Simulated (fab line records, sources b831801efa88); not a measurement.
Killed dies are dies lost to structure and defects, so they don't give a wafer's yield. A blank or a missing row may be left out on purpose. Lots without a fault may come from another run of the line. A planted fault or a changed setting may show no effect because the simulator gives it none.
Split-lot experiment | flow sky130 | 5 lots, 23 wafers read, on a route of 708 steps

THE SPLIT
At SKY_VIA1_SPUTTER_20 (material TiN, target thk 20 nm, time 80 s), the setting time_s was moved away from the recipe's 80 s on 9 of the 23 wafers read, by -14.8% to +12.9%. The other wafers ran this setting at the recipe's value.

The reading is taken at the split's own step.

THE READING
TiN_of_VIA1_SPUTTER_20.thk_nm (the simulator's own value, which no gauge read), in nm, at SKY_VIA1_SPUTTER_20 (material TiN, target thk 20 nm, time 80 s). The file gives no usual value for it. The 14 wafers here that ran the recipe average 20.45 nm, standard deviation 0.2 nm.

wafer  | tool, chamber at the split | time_s as run, s | against the recipe | TiN_of_VIA1_SPUTTER_20.thk_nm, nm | against lot-mates on the recipe
L074.1 | pvd_sputter-03, -          | 80               | recipe             | 20.12                             | -
L074.3 | pvd_sputter-03, -          | 80               | recipe             | 20.43                             | -
L074.4 | pvd_sputter-03, -          | 90.36            | +12.9%             | 22.63                             | +2.31
L074.5 | pvd_sputter-03, -          | 80               | recipe             | 20.4                              | -
L074.6 | pvd_sputter-03, -          | 90.36            | +12.9%             | 22.76                             | +2.44
L076.2 | pvd_sputter-03, -          | 80               | recipe             | 20.18                             | -
L076.4 | pvd_sputter-03, -          | 80               | recipe             | 20.41                             | -
L076.6 | pvd_sputter-03, -          | 80               | recipe             | 20.61                             | -
L077.1 | pvd_sputter-03, -          | 68.19            | -14.8%             | 17.34                             | -3.08
L077.2 | pvd_sputter-03, -          | 80               | recipe             | 20.5                              | -
L077.3 | pvd_sputter-03, -          | 80               | recipe             | 20.4                              | -
L077.4 | pvd_sputter-03, -          | 68.19            | -14.8%             | 17.74                             | -2.68
L077.6 | pvd_sputter-03, -          | 80               | recipe             | 20.37                             | -
L079.1 | pvd_sputter-03, -          | 72.21            | -9.7%              | 17.95                             | -2.42
L079.2 | pvd_sputter-03, -          | 80               | recipe             | 20.44                             | -
L079.3 | pvd_sputter-03, -          | 72.21            | -9.7%              | 18.49                             | -1.88
L079.4 | pvd_sputter-03, -          | 72.21            | -9.7%              | 17.87                             | -2.50
L079.5 | pvd_sputter-03, -          | 80               | recipe             | 20.29                             | -
L084.2 | pvd_sputter-03, -          | 69.94            | -12.6%             | 17.64                             | -3.09
L084.3 | pvd_sputter-03, -          | 80               | recipe             | 20.9                              | -
L084.4 | pvd_sputter-03, -          | 69.94            | -12.6%             | 17.97                             | -2.76
L084.5 | pvd_sputter-03, -          | 80               | recipe             | 20.74                             | -
L084.6 | pvd_sputter-03, -          | 80               | recipe             | 20.56                             | -

THE FIT
A straight line over all 23 wafers: TiN_of_VIA1_SPUTTER_20.thk_nm changes by +0.2 nm for each +1% of time_s; r = +0.99; the points scatter about the line by 0.27 nm.
The same after taking each lot's own level away (the mean of its wafers on the recipe; 23 wafers): +0.206 nm for each +1%; r = +0.99; scatter 0.23 nm.
On that fit, the largest move of time_s shifts the reading by 3 nm.
The lots' own levels span 20.317 to 20.733 nm, that is 2.1 times the standard deviation above.
So the lot-to-lot level changes the slope little: the two slopes agree.
Check: with one of the wafers moved furthest among these (-14.8%) left out of the fit, the line predicts -3.12 nm for it against its lot-mates. It came out at -3.08 nm against them.

OTHER SPLITS ON THESE WAFERS
These wafers also went through other splits before the reading. Each is held against what the fit with the lots' levels taken away leaves over:
other split on the same wafers     | wafers away from the commonest value | r with TiN_of_VIA1_SPUTTER_20.thk_nm (lot level and that fit taken away)
SKY_VIA1_CMP_02 leave_above_ref_nm | 10                                   | -0.06
SKY_VIA1_SOFTBAKE_08 time_s        | 9                                    | +0.01

THE FILE'S OWN FIT
TiN_of_VIA1_SPUTTER_20.thk_nm changes by +0.207 nm for each +1% of time_s, r = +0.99.
